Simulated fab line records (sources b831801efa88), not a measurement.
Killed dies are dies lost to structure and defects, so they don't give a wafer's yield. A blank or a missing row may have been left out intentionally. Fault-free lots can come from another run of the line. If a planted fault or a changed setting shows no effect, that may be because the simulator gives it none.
Matching of chambers | flow gf180mcu | GF_CONTACT_CMP_04 on cmp-01 has 4 sister chambers
The step polishes SiO2. 8 wafers are shown with their chamber, then 12 later ones without.

EACH WAFER AND ITS CHAMBER
wafer  | chamber | motorCurrentA (A) | timeToEndpointS (s)
L086.3 | 2       | 12.7              | 112
L086.6 | 1       | 14.0              | 106
L087.2 | 3       | 13.0              | 114
L087.4 | 0       | 12.0              | 119
L087.6 | 3       | 13.3              | 119
L091.2 | 2       | 14.1              | 106
L091.4 | 1       | 14.5              | 105
L091.6 | 0       | 12.5              | 111

WAFERS WITH NO CHAMBER GIVEN
wafer  | motorCurrentA (A) | timeToEndpointS (s)
L092.1 | 12.5              | 108
L092.3 | 14.0              | 113
L092.4 | 12.6              | 115
L092.2 | 14.3              | 112
L092.5 | 13.6              | 122
L092.6 | 14.8              | 121
L095.1 | 13.7              | 99
L095.2 | 12.4              | 103
L095.4 | 14.8              | 105
L097.1 | 13.6              | 113
L097.2 | 12.1              | 103
L097.3 | 14.1              | 107

EACH ONE'S CHAMBER
wafer  | from the rows above               | in truth
L092.1 | can't be placed: 2 or 0 or 3 or 1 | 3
L092.3 | can't be placed: 2 or 3 or 1 or 0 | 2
L092.4 | can't be placed: 0 or 3 or 2      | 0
L092.2 | can't be placed: 1 or 2 or 3      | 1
L092.5 | can't be placed: 3 or 0 or 2      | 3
L092.6 | can't be placed: 3 or 2 or 1 or 0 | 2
L095.1 | can't be placed: 1 or 2           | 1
L095.2 | can't be placed: 2 or 0 or 1 or 3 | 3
L095.4 | can't be placed: 1 or 2           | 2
L097.1 | can't be placed: 2 or 3 or 1 or 0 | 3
L097.2 | can't be placed: 2 or 0 or 1 or 3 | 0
L097.3 | can't be placed: 1 or 2           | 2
Correctly placed: 0 of 12. These rows do not allow placing 12 (true chamber among the candidates in 12). Placed wrongly: 0.
How it was worked out, from the rows above alone: a wafer's distance from a chamber is the root of the sum, over the readings, of the square of ((its reading less the chamber's mean) divided by the reading's scatter). If the next closest chamber is less than 2 further off than the closest, the wafer can't be placed; otherwise it belongs to the closest. For every chamber, the mean is computed from those of its wafers that are shown. The scatter is the square root of a quotient: the sum, over the shown wafers, of each reading's squared deviation from its chamber's mean, divided by wafers minus chambers.
